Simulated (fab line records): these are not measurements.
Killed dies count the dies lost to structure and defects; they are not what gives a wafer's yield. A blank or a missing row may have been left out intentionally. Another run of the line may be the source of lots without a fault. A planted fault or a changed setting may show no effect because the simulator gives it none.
A struck lot beside a sound one | flow sky130 | 36 steps out of a route of 708
Sound: these wafers, L365.3, L365.5, L365.6. Struck: wafer L352.6 (L352.1, L352.5, from the same lot, were not struck and are left out); the cause is given at the end.
Each step with rows lists, per side, the tool, then ch with its chambers, then its first start. Under that, the readings that differ: sound wafers | struck wafers | difference of the means | sigmas: that difference in standard deviations of wafers without a fault.
alike: same words and numbers on both sides, and readings whose means sit less than 2 such deviations apart. not compared: any withheld reading, any reading some wafer has no value for, any bound like >300 that may hide the same value, and any number with overlapping values for which the record gives no deviation.
Wherever a step has rows on one side only, a row that says differs or no value, or a row with sigmas, the two part there. Numbers that have no deviation but don't overlap get no sigmas and don't part them. A reading that every wafer of one side lacks parts them only if that side has two wafers or more.

first, 11 steps without rows for these wafers: SKY_VIA4_COAT_06 (resist thk 1140 nm); SKY_VIA4_SOFTBAKE_07 (time 60 s); SKY_VIA4_EXPOSE_08 (exposes mask VIM4, target cd 800 nm); SKY_VIA4_PEB_09; SKY_VIA4_DEVELOP_10 (develop time 60 s); SKY_VIA4_ETCH_12 (etches SiO2 in C4F8/O2/Ar, stops on TiN, target depth 580 nm); SKY_VIA4_STRIP_13 (strips in O2/N2); SKY_VIA4_STRIP_14 (strips in post etch residue remover, time 1200 s); SKY_VIA4_CLEAN_15 (cleans in IPA, time 180 s); SKY_VIA4_CLEAN_16 (cleans in O3/DIW); SKY_VIA4_SPUTTER_17 (material TiN, target thk 20 nm, time 80 s).
SKY_VIA4_CVD_18: deposits W, target thk 505 nm, time 152.14 s.
  sound on cvd w-02 ch 0,1, day 47 21:25; struck on cvd w-01 ch 1, day 44 14:11
  alike: heater power w
then, 23 steps without rows for these wafers: SKY_VIA4_CMP_21 (polishes, stops on SiO2, t overpolish 25 s, target thk 0 nm); SKY_METAL5_SPUTTER_00 (material Ti, target thk 15 nm, time 10 s); SKY_METAL5_SPUTTER_01 (material TiN, target thk 20 nm, time 16.7 s); SKY_METAL5_SPUTTER_02 (material AlCu, target thk 1150 nm, time 61.2 s); SKY_METAL5_SPUTTER_03 (material Ti, target thk 5 nm, time 3.3 s); SKY_METAL5_SPUTTER_04 (material TiN, target thk 70 nm, time 58.3 s); SKY_METAL5_DEHYDRATE_07 (time 60 s); SKY_METAL5_HMDS_08 (prime time 60 s); SKY_METAL5_COAT_09 (resist thk 1800 nm); SKY_METAL5_SOFTBAKE_10 (time 60 s); SKY_METAL5_EXPOSE_11 (exposes mask MM5, target cd 1600 nm); SKY_METAL5_PEB_12; SKY_METAL5_DEVELOP_13 (develop time 60 s); SKY_METAL5_DESCUM_14 (chemistry O2, time 11 s); SKY_METAL5_METAL_ETCH_15 (etches the open film in Cl2/BCl3, stops on SiO2, target depth 1260 nm, time 252 s); SKY_METAL5_STRIP_16 (strips in O2/N2); SKY_METAL5_STRIP_17 (strips in post etch residue remover, time 1200 s); SKY_METAL5_CLEAN_18 (cleans in IPA, time 180 s); SKY_METAL5_CLEAN_19 (cleans in O3/DIW); SKY_PASSIVATION_CVD_00 (deposits SiO2, target thk 90 nm); SKY_PASSIVATION_CVD_02 (deposits Si3N4, target thk 540 nm); SKY_PASSIVATION_DEHYDRATE_04 (time 60 s); SKY_PASSIVATION_HMDS_05 (prime time 60 s).
-- the record jumps here: 3 days lie between the struck wafers' starts before and after (it left off in module PASSIVATION and takes up again in module PAD_OPEN, whose first step shown is number 708 of the route) --
SKY_PAD_OPEN_PROBE_99:
  sound on prober-02 at day 50 06:06; struck on prober-02 at day 47 06:28
  reading                               | sound             | struck                   | difference                   | sigmas
  hold                                  | - - -             | await dispo/2.4h/release | no value on the sound wafers |
  defect limited yield (%)              | 82.7 83.7 83.7    | 70.3                     | -13.1                        | -7
  killed_at_M0_to_M3                    | 51 46 44          | 30                       | -17                          | -3
  killed_at_M4_up                       | 5 3 0             | 73                       | +70                          | +44
  killed dies                           | 85 80 80          | 146                      | +64                          | +7
  sort_bin_3_pad_short (%)              | 1.2 0.8 0.6       | 5.7                      | +4.8                         | +10
  sort_bin_5_function (%)               | 11.4 10.2 7.9     | 17.1                     | +7.3                         | +5
  sort n pass                           | 407 412 412       | 346                      | -64                          | -7
  sort yield pct (%)                    | 82.7 83.7 83.7    | 70.3                     | -13.1                        | -7
  model.etest.tester.sort n pass        | 407 412 412       | 346                      | -64                          |
  model.etest.tester.sort yield pct (%) | 82.72 83.74 83.74 | 70.33                    | -13.07                       |
  model.etest.tester.sort_bin_5_pct (%) | 11.38 10.16 7.927 | 17.07                    | +7.25                        |
  model.etest.tester.sort_bin_3_pct (%) | 1.22 0.813 0.6098 | 5.691                    | +4.810                       |
  alike: killed at contacts, killed at front end, killed at other, killed open, killed short, sort_bin_6_memory

== WHERE THEY PART ==
At SKY_PAD_OPEN_PROBE_99 and nowhere else, as far as this record goes.

WHY: whatever the simulator had introduced
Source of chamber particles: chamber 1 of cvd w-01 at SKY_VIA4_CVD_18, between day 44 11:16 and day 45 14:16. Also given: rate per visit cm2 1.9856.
